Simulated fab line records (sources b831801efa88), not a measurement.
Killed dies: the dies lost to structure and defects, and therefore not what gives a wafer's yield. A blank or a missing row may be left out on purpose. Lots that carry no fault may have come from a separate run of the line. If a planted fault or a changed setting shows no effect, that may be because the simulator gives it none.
One fault seen from 2 desks || flow gf180mcu || only its own numbers are on each desk; what lay behind them is given at the end

## THE METROLOGY DESK
What the gauges read for every lot (on any tool): the sampled wafers with a number, averaged. If a lot's mean is further than 4 standard deviations from the usual mean, the lot is out of limits and carries the mark OUT (the distance appears in the brackets).
Columns: A = cd-nm at GF_POLY_GATE_CD_MEAS_18, usual 280.2 nm; B = HV_LDD_OVL at GF_HV_LDD_OVL_MEAS_08, usual -1.8 nm; C = cd-nm at GF_HV_LDD_CD_MEAS_46, usual 397.5 nm; D = HV_LDD_CVD_54_THK at GF_HV_LDD_THK_MEAS_55, usual 9.99 nm
{"lot": "L756", "first seen here": "day 10 03:10", "A": 282.0, "B": -2.2, "C": 399.5, "D": 10.17}
{"lot": "L758", "first seen here": "day 10 13:08", "A": 279.7, "B": -1.7, "C": 398.5, "D": 10.00}
{"lot": "L762", "first seen here": "day 11 05:07", "A": 278.1, "B": -2.5, "C": 395.2, "D": 9.99}
{"lot": "L761", "first seen here": "day 11 06:08", "A": 281.7, "B": -2.4, "C": 396.4, "D": 10.05}
{"lot": "L764", "first seen here": "day 11 17:44", "A": 280.1, "B": -3.5, "C": 399.0, "D": 9.97}
{"lot": "L763", "first seen here": "day 11 21:19", "A": 280.9, "B": -0.9, "C": "385.5 (-5.2) OUT", "D": 9.89}
{"lot": "L766", "first seen here": "day 12 05:58", "A": 279.7, "B": -2.2, "C": "382.9 (-6.3) OUT", "D": 10.04}
{"lot": "L769", "first seen here": "day 13 04:44", "A": 280.5, "B": -2.9, "C": 393.6, "D": 9.71}
{"lot": "L774", "first seen here": "day 14 13:25", "A": 279.4, "B": -2.5, "C": 403.5, "D": 9.97}
{"lot": "L776", "first seen here": "day 15 04:46", "A": 279.1, "B": 0.3, "C": 397.6, "D": 9.88}
{"lot": "L777", "first seen here": "day 15 09:28", "A": 279.7, "B": -2.2, "C": 397.4, "D": 10.05}
{"lot": "L778", "first seen here": "day 15 14:32", "A": 280.9, "B": -0.6, "C": 396.9, "D": 9.83}
{"lot": "L779", "first seen here": "day 15 21:55", "A": 280.2, "B": -2.9, "C": 395.4, "D": 9.88}
Finding of this desk: L763, L766 out of limits; the first was L763 at day 15 05:38, on cd-nm at GF_HV_LDD_CD_MEAS_46. Within limits: L756, L758, L762, L761, L764, L769, L774, L776, L777, L778, L779.

## TOOL OWNER'S DESK, litho-track-01
The tool's own readings at GF_HV_LDD_COAT_41 (resist thk 1000 nm): means of the sampled wafers that have a number, for each lot that ran on this tool. If a lot's mean is further than 4 standard deviations from the usual mean, the lot is out of limits and carries the mark OUT (the distance appears in the brackets).
Columns: A = spin-speed-rpm at GF_HV_LDD_COAT_41, usual 3000.0 rpm
{"lot": "L762", "first seen here": "day 13 23:41", "A": 2999.4}
{"lot": "L761", "first seen here": "day 14 01:55", "A": 2999.9}
{"lot": "L764", "first seen here": "day 14 13:44", "A": 2999.2}
{"lot": "L763", "first seen here": "day 14 18:23", "A": "2265.8 (-99 or more) OUT"}
{"lot": "L766", "first seen here": "day 15 04:08", "A": "2263.3 (-99 or more) OUT"}
{"lot": "L779", "first seen here": "day 19 07:01", "A": 2999.4}
Finding of this desk: L763, L766 out of limits; the first was L763 at day 14 18:23, on spin-speed-rpm at GF_HV_LDD_COAT_41. Within limits: L762, L761, L764, L779.

## BROUGHT TOGETHER
An alarm could have come from the tool owner's desk at day 14 18:23, on L763, L766.
L763, L766 would have let the metrology desk raise an alarm at day 15 05:38.
The lots listed all ran GF_HV_LDD_COAT_41 on litho-track-01.

## WHAT THE SIMULATOR PUT IN
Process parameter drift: litho-track-01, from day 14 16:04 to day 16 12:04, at GF_HV_LDD_COAT_41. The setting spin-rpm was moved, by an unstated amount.
Lots struck among those shown: L763, L766.
Hours from the fault's start to each desk's first reading out of limits: the tool owner's desk, 2; the metrology desk, 14.
